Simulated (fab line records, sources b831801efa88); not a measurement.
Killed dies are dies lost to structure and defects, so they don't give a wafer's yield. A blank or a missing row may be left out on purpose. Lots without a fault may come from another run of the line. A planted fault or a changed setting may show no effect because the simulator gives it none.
Which tool did it? | flow gf180mcu | 11 lots, 33 wafers sampled, at 6 steps of a route of 602

WHAT THE GAUGES READ, wafer by wafer
GF_M5_OVL_MEAS_08. Usual: M5_OVL 6 nm, standard deviation 5.2.
lot  | measured     | on         | M5_OVL (nm) | flag
L700 | day 26 18:41 | overlay-01 | -4 3 6      |
L702 | day 27 15:44 | overlay-01 | 7 3 9       |
L706 | day 28 22:06 | overlay-01 | 12 13 11    |
L707 | day 29 00:22 | overlay-01 | 10 8 9      |
L709 | day 29 16:27 | overlay-02 | -1 2 8      |
L711 | day 30 03:22 | overlay-01 | 4 1 7       |
L712 | day 30 16:45 | overlay-01 | 13 11 -1    |
L713 | day 30 18:05 | overlay-02 | 12 3 14     |
L716 | day 31 11:30 | overlay-01 | 5 -3 8      |
L717 | day 31 19:49 | overlay-01 | -2 3 9      |
L719 | day 32 10:25 | overlay-01 | 13 16 7     |

GF_V5_THK_MEAS_03. Usual: V5_CVD_02_THK 1458 nm, standard deviation 19.
lot  | measured     | on            | V5_CVD_02_THK (nm) | flag
L700 | day 26 19:37 | film_metro-03 | 1453 1455 1478     |
L702 | day 27 16:42 | film_metro-03 | 1445 1424 1474     |
L706 | day 28 23:03 | film_metro-04 | 1461 1457 1453     |
L707 | day 29 01:23 | film_metro-03 | 1450 1475 1469     |
L709 | day 29 17:25 | film_metro-03 | 1425 1426 1453     |
L711 | day 30 04:21 | film_metro-03 | 1463 1463 1462     |
L712 | day 30 17:41 | film_metro-01 | 1444 1456 1478     |
L713 | day 30 19:01 | film_metro-01 | 1484 1486 1485     |
L716 | day 31 12:27 | film_metro-03 | 1426 1454 1477     |
L717 | day 31 20:46 | film_metro-04 | 1446 1473 1512     |
L719 | day 32 11:25 | film_metro-01 | 1441 1461 1457     |

GF_TOP_METAL_RS_MEAS_05: measures by four-point-probe. Usual: TOP_METAL_ALCU_RS 0.0330 ohm/sq, standard deviation 0.00034.
lot  | measured     | on            | TOP_METAL_ALCU_RS (ohm/sq) | flag
L700 | day 27 17:48 | film_metro-04 | 0.0330 0.0331 0.0329       |
L702 | day 28 13:59 | film_metro-03 | 0.0330 0.0327 0.0328       |
L706 | day 29 19:36 | film_metro-04 | 0.0331 0.0326 0.0330       |
L707 | day 29 22:33 | film_metro-02 | 0.0332 0.0332 0.0332       |
L709 | day 30 17:42 | film_metro-04 | 0.0325 0.0328 0.0325       |
L711 | day 31 00:32 | film_metro-03 | 0.0458 0.0333 0.0337       | OFF
L712 | day 31 13:01 | film_metro-02 | 0.0449 0.0328 0.0448       | OFF
L713 | day 31 15:02 | film_metro-03 | 0.0329 0.0336 0.0334       |
L716 | day 32 06:50 | film_metro-03 | 0.0337 0.0338 0.0334       |
L717 | day 32 15:56 | film_metro-02 | 0.0338 0.0333 0.0332       |
L719 | day 33 05:50 | film_metro-02 | 0.0328 0.0325 0.0328       |

GF_TOP_METAL_THK_MEAS_06: measures by xrf. Usual: TOP_METAL_ALCU_THK 899 nm, standard deviation 11.
lot  | measured     | on            | TOP_METAL_ALCU_THK (nm) | flag
L700 | day 27 17:55 | film_metro-04 | 914 907 912             |
L702 | day 28 14:07 | film_metro-03 | 899 913 908             |
L706 | day 29 19:43 | film_metro-04 | 899 912 900             |
L707 | day 29 22:40 | film_metro-02 | 891 889 891             |
L709 | day 30 17:49 | film_metro-04 | 914 904 907             |
L711 | day 31 00:38 | film_metro-03 | 652 896 889             | OFF
L712 | day 31 13:08 | film_metro-02 | 662 910 663             | OFF
L713 | day 31 15:08 | film_metro-03 | 904 887 893             |
L716 | day 32 06:56 | film_metro-03 | 880 872 886             |
L717 | day 32 16:02 | film_metro-02 | 873 885 888             |
L719 | day 33 05:56 | film_metro-02 | 903 908 897             |

WHICH TOOL RAN EACH LOT (tool, then ch and the chambers of the sampled wafers, then the start)
lot  | GF_V4_STRIP_18                       | GF_TOP_METAL_SPUTTER_02
L700 | plasma_asher-03 ch 0,1, day 24 22:04 | pvd_sputter-02, day 27 17:41
L702 | plasma_asher-03 ch 0,1, day 25 19:57 | pvd_sputter-03, day 28 13:54
L706 | plasma_asher-03 ch 0,1, day 27 03:49 | pvd_sputter-03, day 29 19:31
L707 | plasma_asher-03 ch 0, day 27 05:48   | pvd_sputter-01, day 29 22:26
L709 | plasma_asher-02 ch 0,1, day 28 00:10 | pvd_sputter-03, day 30 17:37
L711 | plasma_asher-02 ch 0,1, day 28 12:12 | pvd_sputter-01, day 31 00:24
L712 | plasma_asher-03 ch 1, day 28 22:13   | pvd_sputter-01, day 31 12:55
L713 | plasma_asher-03 ch 0,1, day 29 02:19 | pvd_sputter-02, day 31 14:54
L716 | plasma_asher-02 ch 0,1, day 29 22:45 | pvd_sputter-02, day 32 06:43
L717 | plasma_asher-03 ch 0,1, day 30 08:27 | pvd_sputter-02, day 32 15:48
L719 | plasma_asher-01 ch 0,1, day 30 22:45 | pvd_sputter-03, day 33 05:43
- GF_V4_STRIP_18: strips in O2/N2.
- GF_TOP_METAL_SPUTTER_02: material AlCu, target thk 900 nm, time 47.82 s.

WHAT THE TOOLS THEMSELVES READ (means of the sampled wafers that have a number; where no wafer has one, the mark that the record gives instead)
GF_V4_STRIP_18. Usual: drypump_motor_current_A 6.1 A, standard deviation 0.54; heater_power_w 330 W, standard deviation 16; oes_product_au 0.593 a.u., standard deviation 0.0048.
lot  | tool            | drypump_motor_current_A (A) | heater_power_w (W) | oes_product_au (a.u.) | flag
L700 | plasma_asher-03 | 5.7                         | 327                | 0.591                 |
L702 | plasma_asher-03 | 5.7                         | 329                | 0.597                 |
L706 | plasma_asher-03 | 5.7                         | 323                | 0.594                 |
L707 | plasma_asher-03 | 5.3                         | 321                | 0.590                 |
L709 | plasma_asher-02 | 6.4                         | 349                | 0.593                 |
L711 | plasma_asher-02 | 6.6                         | 335                | 0.594                 |
L712 | plasma_asher-03 | 6.5                         | 341                | 0.590                 |
L713 | plasma_asher-03 | 6.0                         | 337                | 0.595                 |
L716 | plasma_asher-02 | 6.4                         | 345                | 0.596                 |
L717 | plasma_asher-03 | 6.1                         | 338                | 0.592                 |
L719 | plasma_asher-01 | 6.1                         | 316                | 0.597                 |

GF_TOP_METAL_SPUTTER_02. Usual: throttle_valve_pct 30.2 %, standard deviation 1.1.
lot  | tool           | throttle_valve_pct (%) | flag
L700 | pvd_sputter-02 | 29.6                   |
L702 | pvd_sputter-03 | 30.8                   |
L706 | pvd_sputter-03 | 31.2                   |
L707 | pvd_sputter-01 | 30.9                   |
L709 | pvd_sputter-03 | 31.5                   |
L711 | pvd_sputter-01 | 31.2                   |
L712 | pvd_sputter-01 | 30.9                   |
L713 | pvd_sputter-02 | 29.2                   |
L716 | pvd_sputter-02 | 29.5                   |
L717 | pvd_sputter-02 | 29.2                   |
L719 | pvd_sputter-03 | 30.4                   |

THE ANSWER, worked out from the rows above alone
Rule: a lot is off if the mean of its wafers that have a number lies more than 3 standard deviations from the usual mean. A lot without any number at a reading at which 4 lots or more have one is off too. The other lots that the step has rows for count as sound. The gauges are gone through in route order, then the tools' own readings, and for those a lot's mean is taken as printed above. The first step at which some lot is off is used, and at that step the reading that is off furthest; a lot without a number counts as furthest.
Off: L711, L712, at GF_TOP_METAL_RS_MEAS_05 (TOP_METAL_ALCU_RS).
A tool fits if, at a process step before that reading, it ran every lot that is off, and no sound lot after the first of them. The gauges at GF_TOP_METAL_RS_MEAS_05 are tried like those tools. One fits: pvd_sputter-01 at GF_TOP_METAL_SPUTTER_02. Its last sound lot is L707 (day 29 22:26), its first lot that is off L711 (day 31 00:24): a fault that began between those two fits.

WHAT THE SIMULATOR HAD PUT IN
Process parameter drift: pvd_sputter-01, from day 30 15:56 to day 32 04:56, at GF_TOP_METAL_SPUTTER_02. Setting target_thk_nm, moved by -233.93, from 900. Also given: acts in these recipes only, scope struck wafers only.
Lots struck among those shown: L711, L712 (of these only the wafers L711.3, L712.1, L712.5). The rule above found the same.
